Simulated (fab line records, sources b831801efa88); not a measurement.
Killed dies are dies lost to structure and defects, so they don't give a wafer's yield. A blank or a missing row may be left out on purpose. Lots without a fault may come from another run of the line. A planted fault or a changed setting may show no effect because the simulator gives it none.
Chamber matching | flow gf180mcu | GF_V4_CVD_02 on pecvd-02: 3 sister chambers
The step deposits SiO2 from TEOS, target thk 850 nm, time 94.851 s. 20 wafers are shown with their chamber, then 10 later ones without.

WAFERS WITH THEIR CHAMBER
wafer  | chamber | heater_power_w (W)
L075.3 | 0       | 843
L075.4 | 1       | 825
L075.6 | 2       | 765
L079.1 | 1       | 708
L079.2 | 0       | 778
L079.3 | 2       | 701
L086.1 | 0       | 960
L086.4 | 1       | 782
L086.5 | 0       | 767
L087.3 | 0       | 785
L087.4 | 2       | 655
L087.6 | 1       | 846
L088.3 | 1       | 739
L088.5 | 0       | 925
L088.6 | 1       | 795
L091.1 | 1       | 846
L091.3 | 0       | 787
L091.6 | 1       | 794
L092.3 | 1       | 842
L092.5 | 1       | 698

SIGNATURES (means of the wafers above)
reading        | chamber 0 | chamber 1 | chamber 2 | scatter within a chamber
heater_power_w | 835.00    | 787.50    | 707.00    | 64.4
Rule: a wafer's distance from a chamber is the root of the sum, over the readings, of the square of ((its reading less the chamber's mean) divided by the reading's scatter). The wafer belongs to the nearest chamber; if the next one is less than 2 further off, it can't be placed. The scatter: the root of (the sum of the squares of (reading less its chamber's mean) over the shown wafers, divided by (wafers less chambers)).

WAFERS WITHOUT THEIR CHAMBER
wafer  | heater_power_w (W)
L092.6 | 947
L093.1 | 816
L093.5 | 785
L093.6 | 877
L095.1 | 938
L095.3 | 613
L095.5 | 774
L096.1 | 935
L096.2 | 801
L096.4 | 706

WHICH CHAMBER EACH WENT THROUGH
wafer  | from the rows above          | in truth
L092.6 | can't be placed: 0 or 1 or 2 | 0
L093.1 | can't be placed: 0 or 1 or 2 | 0
L093.5 | can't be placed: 1 or 0 or 2 | 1
L093.6 | can't be placed: 0 or 1 or 2 | 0
L095.1 | can't be placed: 0 or 1 or 2 | 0
L095.3 | can't be placed: 2 or 1 or 0 | 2
L095.5 | can't be placed: 1 or 0 or 2 | 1
L096.1 | can't be placed: 0 or 1 or 2 | 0
L096.2 | can't be placed: 1 or 0 or 2 | 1
L096.4 | can't be placed: 2 or 1 or 0 | 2
Placed correctly: 0 of 10. Can't be placed from these rows: 10 (the true chamber is among the candidates in 10). Placed wrongly: 0.
